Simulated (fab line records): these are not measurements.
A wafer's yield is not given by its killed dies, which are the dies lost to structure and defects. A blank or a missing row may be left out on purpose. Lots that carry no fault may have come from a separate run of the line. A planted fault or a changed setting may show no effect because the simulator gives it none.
A single fault, viewed from 2 desks    flow gf180mcu    what lay behind the numbers comes last; until then each desk has only its own

## FROM THE METROLOGY DESK
Lot by lot, what the gauges showed, no matter which tool ran the lot: averages of those sampled wafers that carry a number. Any lot whose mean is over 4 standard deviations away from the usual mean is out of limits and marked OUT; that distance is given in the brackets.
Columns: A = cdNm at GF_M3_CD_MEAS_14, usual 279.8 nm
lot   first seen here  A
L766  day 22 18:09     280.5
L767  day 23 03:38     279.1
L769  day 23 07:59     280.2
L768  day 23 10:23     278.5
L771  day 24 01:02     278.9
L770  day 24 04:32     278.0
L773  day 24 14:45     278.3
L775  day 25 09:17     278.2
L779  day 26 17:26     280.2
L781  day 27 12:16     280.7
L782  day 27 20:12     279.0
L783  day 28 01:36     279.7
L784  day 28 11:41     280.1
This desk's verdict: no lot among the 13 shows anything out of limits.

## TOOL OWNER'S DESK, lithoTrack-02
The tool's own readings at GF_M3_SOFTBAKE_10 (time 60 s): means of the sampled wafers that have a number, for each lot that ran on this tool. Any lot whose mean is over 4 standard deviations away from the usual mean is out of limits and marked OUT; that distance is given in the brackets.
Columns: A = heaterPowerTotalW at GF_M3_SOFTBAKE_10, usual 93.06 W; B = resistLineTempC at GF_M3_SOFTBAKE_10, usual 23.01 C; C = runLengthS at GF_M3_SOFTBAKE_10, usual 88.93 s
lot   first seen here  A                B      C
L768  day 22 22:42     93.06            23.13  89.07
L771  day 23 14:09     92.99            23.05  89.09
L770  day 23 17:54     93.83 (+13) OUT  23.03  87.55 (-8.6) OUT
L775  day 24 22:12     93.85 (+13) OUT  22.85  87.62 (-8.2) OUT
This desk's verdict: out of limits on L770, L775, starting with L770 at day 23 17:54 (heaterPowerTotalW at GF_M3_SOFTBAKE_10). L768, L771: within limits.

## BROUGHT TOGETHER
On L770, L775, at day 23 17:54, an alarm was possible from the tool owner's desk.
From the metrology desk's view, nothing was out of limits.
The metrology desk holds a record of L770, L775, inside its limits.
All the named lots went through GF_M3_SOFTBAKE_10 on lithoTrack-02.

## WHAT HAD BEEN PUT IN BY THE SIMULATOR
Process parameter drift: lithoTrack-02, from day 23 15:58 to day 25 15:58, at GF_M3_SOFTBAKE_10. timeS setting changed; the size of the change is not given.
Lots struck among those shown: L770, L775.
Delay in hours, fault start to first out-of-limits reading, by desk: the tool owner's desk at 2.
